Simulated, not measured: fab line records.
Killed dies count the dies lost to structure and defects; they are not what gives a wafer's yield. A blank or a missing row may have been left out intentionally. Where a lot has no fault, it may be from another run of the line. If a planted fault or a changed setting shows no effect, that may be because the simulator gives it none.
One fault through the eyes of 2 desks ; flow gf180mcu ; each desk holds nothing but its own numbers, with what lay behind them at the end

== THE METROLOGY DESK ==
Means of the sampled wafers that have a number, per lot and without regard to the tool the lot ran on: this is what the gauges read. If a lot's mean is further than 4 standard deviations from the usual mean, the lot is out of limits and carries the mark OUT (the distance appears in the brackets).
Columns: A = cd-nm at GF_V3_CD_MEAS_14, usual 260.3 nm; B = V3_OVL at GF_V3_OVL_MEAS_15, usual -1 nm
lot;first seen here;A;B
L985;day 22 23:40;261.8;4
L995;day 27 14:48;260.7;5
L100;day 29 05:52;262.6;6
L102;day 29 13:26;261.1;-6
L104;day 30 00:02;260.3;7
L103;day 30 00:13;259.3;-8
This desk's finding: nothing out of limits on any of the 6 lots.

== AT THE TOOL OWNER'S DESK: pvd-sputter-03 ==
The tool's own readings at GF_V3_SPUTTER_21 (material Ti, target thk 15 nm, time 80.02 s): means of the sampled wafers that have a number, for each lot that ran on this tool. If a lot's mean is further than 4 standard deviations from the usual mean, the lot is out of limits and carries the mark OUT (the distance appears in the brackets).
Columns: A = throttle-valve-pct at GF_V3_SPUTTER_21, usual 30.1 %
lot;first seen here;A
L985;day 23 00:29;31.2
L995;day 27 15:36;30.5
L100;day 29 06:41;30.0
L103;day 30 01:03;30.4
This desk's finding: nothing out of limits on any of the 4 lots.

== PUT TOGETHER ==
Metrology desk: nothing out of limits seen.
The desk of the tool owner found nothing out of limits.

== WHAT HAD BEEN PUT IN BY THE SIMULATOR ==
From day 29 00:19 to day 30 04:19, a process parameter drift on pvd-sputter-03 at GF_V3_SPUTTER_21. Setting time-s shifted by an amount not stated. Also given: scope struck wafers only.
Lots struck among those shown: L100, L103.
